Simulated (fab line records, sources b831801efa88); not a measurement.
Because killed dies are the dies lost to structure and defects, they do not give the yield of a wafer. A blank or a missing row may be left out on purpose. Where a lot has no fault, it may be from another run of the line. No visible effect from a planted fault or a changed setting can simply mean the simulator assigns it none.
The tool behind it: which one?	flow sfq-line	at 1 step of a route of 325, 14 lots with 42 wafers sampled

## WHAT THE GAUGES SHOWED, per wafer
Not one reading of a measure or inspect step in the record can be checked against a usual standard deviation.

## TOOL THAT RAN EACH LOT (tool first, then ch and the chambers of the sampled wafers, then the start)
lot	SFQ_TRILAYER_L0_VIA_ETCH_VIA_ETCH_016
L735	rie-diel-03 ch 1,3, day 9 04:43
L736	rie-diel-03 ch 0,2,3, day 9 07:07
L737	rie-diel-02 ch 0,3, day 9 15:31
L738	rie-diel-02 ch 0,2, day 9 21:31
L743	rie-diel-03 ch 2,3, day 12 00:13
L745	rie-diel-03 ch 2,3, day 12 08:37
L746	rie-diel-03 ch 0,3, day 12 13:25
L749	rie-diel-03 ch 0,2,3, day 13 10:16
L751	rie-diel-03 ch 1,2,3, day 14 06:40
L752	rie-diel-03 ch 2,3, day 14 15:31
L754	rie-diel-04 ch 1,2,3, day 15 04:43
L756	rie-diel-04 ch 1,2,3, day 15 11:55
L757	rie-diel-04 ch 0,1,2, day 15 17:55
L758	rie-diel-02 ch 2,3, day 16 00:02
- SFQ_TRILAYER_L0_VIA_ETCH_VIA_ETCH_016: etches SiO2 in CHF3, stops on MoNx KI, target depth 80 nm.

## AS READ BY THE TOOLS THEMSELVES (means over the sampled wafers that have a number; for cases with no such wafer, the mark the record gives instead)
SFQ_TRILAYER_L0_VIA_ETCH_VIA_ETCH_016.
lot	tool	drypump-motor-current-A (A)	oes-product-au (a.u.)	rf-fwd-power-W (W)
L735	rie-diel-03	5.8	0.842	493.3
L736	rie-diel-03	5.6	0.847	495.2
L737	rie-diel-02	5.8	0.839	496.3
L738	rie-diel-02	5.9	0.838	496.6
L743	rie-diel-03	5.9	0.843	496.0
L745	rie-diel-03	5.3	0.844	494.7
L746	rie-diel-03	5.1	0.838	496.4
L749	rie-diel-03	5.6	0.838	494.1
L751	rie-diel-03	5.8	0.848	466.0
L752	rie-diel-03	5.3	0.842	469.8
L754	rie-diel-04	5.5	0.844	495.6
L756	rie-diel-04	5.5	0.842	495.3
L757	rie-diel-04	5.8	0.848	497.1
L758	rie-diel-02	5.6	0.846	496.2

## THE ANSWER, worked out from the rows above alone
Rule: the usual values come from the lots themselves. The widest of any qualifying gaps counts: lots, ordered by their means at a reading, are off when they make up no more than a third of the lots, leave a main group of 4 or more, and stand apart from it by 3 or more times the standard deviation of that group's means. Not used: any main group whose means are identical at the precision the tables above print for the reading. A lot without any number at a reading at which 4 lots or more have one is off too. The other lots that the step has rows for count as sound. After the gauges, taken in route order, come the tools' own readings; for these a lot's mean is taken, as printed above. At the first step where some lot is off, the reading lying furthest off is the one used; lots without a number count as furthest.
Off at SFQ_TRILAYER_L0_VIA_ETCH_VIA_ETCH_016 (rf-fwd-power-W): L751, L752. Main group: mean 495.6 W, sd 1.1.
A tool fits if, at that step or a process step before it, it ran every lot that is off, and no sound lot after the first of them. One fits: SFQ_TRILAYER_L0_VIA_ETCH_VIA_ETCH_016 on rie-diel-03. Its last sound lot is L749 (day 13 10:16), its first lot that is off L751 (day 14 06:40): a fault that began between those two fits.
The tool's own readings at SFQ_TRILAYER_L0_VIA_ETCH_VIA_ETCH_016 bear it out: on the lots that are off they differ by more than 5 times the standard deviation of the sound lots' means. rf-fwd-power-W reads 467.9 W there against 495.6 W on the sound lots.

## WHAT THE SIMULATOR HAD INSERTED
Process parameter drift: rie-diel-03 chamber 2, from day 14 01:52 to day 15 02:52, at SFQ_TRILAYER_L0_VIA_ETCH_VIA_ETCH_016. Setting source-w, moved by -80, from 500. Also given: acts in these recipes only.
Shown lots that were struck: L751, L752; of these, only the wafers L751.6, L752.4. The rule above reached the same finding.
